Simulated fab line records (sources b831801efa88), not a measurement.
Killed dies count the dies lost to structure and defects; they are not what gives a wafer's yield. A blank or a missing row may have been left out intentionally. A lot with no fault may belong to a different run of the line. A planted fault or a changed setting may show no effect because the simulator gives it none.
The tool behind it: which one? / flow gf180mcu / 32 wafers from 11 lots sampled at 6 of the route's 602 steps

## WHAT THE GAUGES SHOWED, per wafer
GF_M5_CD_MEAS_07: target cd 280 nm.
lot=L325; measured=day 26 15:28; on=cd-sem-02; cd-nm (nm)=277.6 277.3 278.1
lot=L327; measured=day 26 20:40; on=cd-sem-01; cd-nm (nm)=279.3 279.2 279.1
lot=L328; measured=day 27 05:35; on=cd-sem-02; cd-nm (nm)=281.2 281.2 279.5
lot=L330; measured=day 27 17:49; on=cd-sem-01; cd-nm (nm)=278.8 278.7 278.1
lot=L333; measured=day 29 01:34; on=cd-sem-02; cd-nm (nm)=279.0 279.5 280.1
lot=L336; measured=day 29 15:52; on=cd-sem-01; cd-nm (nm)=279.1 279.0 279.7
lot=L339; measured=day 30 21:28; on=cd-sem-01; cd-nm (nm)=281.4 280.1 280.7
lot=L340; measured=day 30 23:04; on=cd-sem-01; cd-nm (nm)=280.2 280.8 280.1
lot=L341; measured=day 31 05:30; on=cd-sem-01; cd-nm (nm)=279.4 281.9 281.1
lot=L343; measured=day 31 13:33; on=cd-sem-02; cd-nm (nm)=280.7 281.2 280.3
lot=L345; measured=day 32 02:21; on=cd-sem-01; cd-nm (nm)=280.4 280.5 280.0 280.5

## WHICH TOOL RAN EACH LOT (tool, then ch and the chambers of the sampled wafers, then the start)
lot=L325; GF_M2_SPUTTER_00=pvd-sputter-01, day 18 14:04; GF_M2_SPUTTER_03=pvd-sputter-01, day 18 14:14; GF_M2_METAL_ETCH_16=rie-metal-01 ch 0, day 19 15:03; GF_V3_COAT_09=litho-track-01 ch 0, day 22 08:00; GF_V3_STRIP_18=plasma-asher-03 ch 0,1, day 22 21:00
lot=L327; GF_M2_SPUTTER_00=pvd-sputter-01, day 18 22:19; GF_M2_SPUTTER_03=pvd-sputter-01, day 18 22:29; GF_M2_METAL_ETCH_16=rie-metal-02 ch 0,1, day 19 23:41; GF_V3_COAT_09=litho-track-01 ch 0, day 22 16:00; GF_V3_STRIP_18=plasma-asher-03 ch 0,1, day 23 03:08
lot=L328; GF_M2_SPUTTER_00=pvd-sputter-02, day 19 09:38; GF_M2_SPUTTER_03=pvd-sputter-02, day 19 09:49; GF_M2_METAL_ETCH_16=rie-metal-04 ch 0,1, day 20 10:49; GF_V3_COAT_09=litho-track-01 ch 0, day 23 01:00; GF_V3_STRIP_18=plasma-asher-01 ch 0,1, day 23 12:59
lot=L330; GF_M2_SPUTTER_00=pvd-sputter-02, day 19 23:25; GF_M2_SPUTTER_03=pvd-sputter-02, day 19 23:32; GF_M2_METAL_ETCH_16=rie-metal-01 ch 0,1, day 21 00:12; GF_V3_COAT_09=litho-track-02 ch 0, day 23 13:00; GF_V3_STRIP_18=plasma-asher-03 ch 0,1, day 24 01:13
lot=L333; GF_M2_SPUTTER_00=pvd-sputter-01, day 21 14:46; GF_M2_SPUTTER_03=pvd-sputter-01, day 21 14:56; GF_M2_METAL_ETCH_16=rie-metal-04 ch 0,1, day 22 13:57; GF_V3_COAT_09=litho-track-02 ch 0, day 25 00:00; GF_V3_STRIP_18=plasma-asher-03 ch 0,1, day 25 11:59
lot=L336; GF_M2_SPUTTER_00=pvd-sputter-02, day 22 06:43; GF_M2_SPUTTER_03=pvd-sputter-02, day 22 06:52; GF_M2_METAL_ETCH_16=rie-metal-01 ch 0,1, day 23 06:13; GF_V3_COAT_09=litho-track-02 ch 0, day 25 16:00; GF_V3_STRIP_18=plasma-asher-03 ch 0,1, day 26 02:38
lot=L339; GF_M2_SPUTTER_00=pvd-sputter-02, day 23 22:20; GF_M2_SPUTTER_03=pvd-sputter-02, day 23 22:30; GF_M2_METAL_ETCH_16=rie-metal-01 ch 0,1, day 24 19:46; GF_V3_COAT_09=litho-track-04 ch 0, day 27 02:00; GF_V3_STRIP_18=plasma-asher-01 ch 0,1, day 27 13:39
lot=L340; GF_M2_SPUTTER_00=pvd-sputter-03, day 23 22:41; GF_M2_SPUTTER_03=pvd-sputter-03, day 23 22:50; GF_M2_METAL_ETCH_16=rie-metal-04 ch 1, day 24 20:07; GF_V3_COAT_09=litho-track-04 ch 0, day 27 03:00; GF_V3_STRIP_18=plasma-asher-03 ch 0, day 27 14:34
lot=L341; GF_M2_SPUTTER_00=pvd-sputter-01, day 24 06:25; GF_M2_SPUTTER_03=pvd-sputter-01, day 24 06:34; GF_M2_METAL_ETCH_16=rie-metal-04 ch 0,1, day 25 03:25; GF_V3_COAT_09=litho-track-02 ch 0, day 27 12:00; GF_V3_STRIP_18=plasma-asher-01 ch 0,1, day 27 21:55
lot=L343; GF_M2_SPUTTER_00=pvd-sputter-03, day 24 16:22; GF_M2_SPUTTER_03=pvd-sputter-03, day 24 16:32; GF_M2_METAL_ETCH_16=rie-metal-01 ch 1, day 25 13:58; GF_V3_COAT_09=litho-track-02 ch 0, day 27 20:00; GF_V3_STRIP_18=plasma-asher-03 ch 0,1, day 28 07:47
lot=L345; GF_M2_SPUTTER_00=pvd-sputter-02, day 25 10:16; GF_M2_SPUTTER_03=pvd-sputter-02, day 25 10:26; GF_M2_METAL_ETCH_16=rie-metal-04 ch 1, day 26 07:06; GF_V3_COAT_09=litho-track-02 ch 0, day 28 12:00; GF_V3_STRIP_18=plasma-asher-03 ch 0, day 28 22:41
- GF_M2_SPUTTER_00: material Ti, target thk 37.5 nm, time 150 s.
- GF_M2_SPUTTER_03: material Ti, target thk 10 nm, time 6.7 s.
- GF_M2_METAL_ETCH_16: etches the open film in Cl2/BCl3, stops on SiO2, target depth 627.5 nm, time 104.6 s.
- GF_V3_COAT_09: resist thk 1000 nm.
- GF_V3_STRIP_18: strips in O2/N2.

## THE ANSWER, worked out from the rows above alone
Rule: usual is defined by the lots themselves. Put in order of their means at a reading, lots are off if they are a third of the lots or fewer, leave a main group of 4 or more, and stand apart from it by a gap of 3 or more times the standard deviation of the main group's means; of several such gaps the widest counts. A main group is skipped when, at the precision printed for the reading in the tables above, its means are all equal. A lot without any number at a reading at which 4 lots or more have one is off too. Where the step has rows for the other lots, those lots are counted as sound.
No lot is off at any reading shown: from this, nothing can be told.

## WHAT THE SIMULATOR HAD PUT IN
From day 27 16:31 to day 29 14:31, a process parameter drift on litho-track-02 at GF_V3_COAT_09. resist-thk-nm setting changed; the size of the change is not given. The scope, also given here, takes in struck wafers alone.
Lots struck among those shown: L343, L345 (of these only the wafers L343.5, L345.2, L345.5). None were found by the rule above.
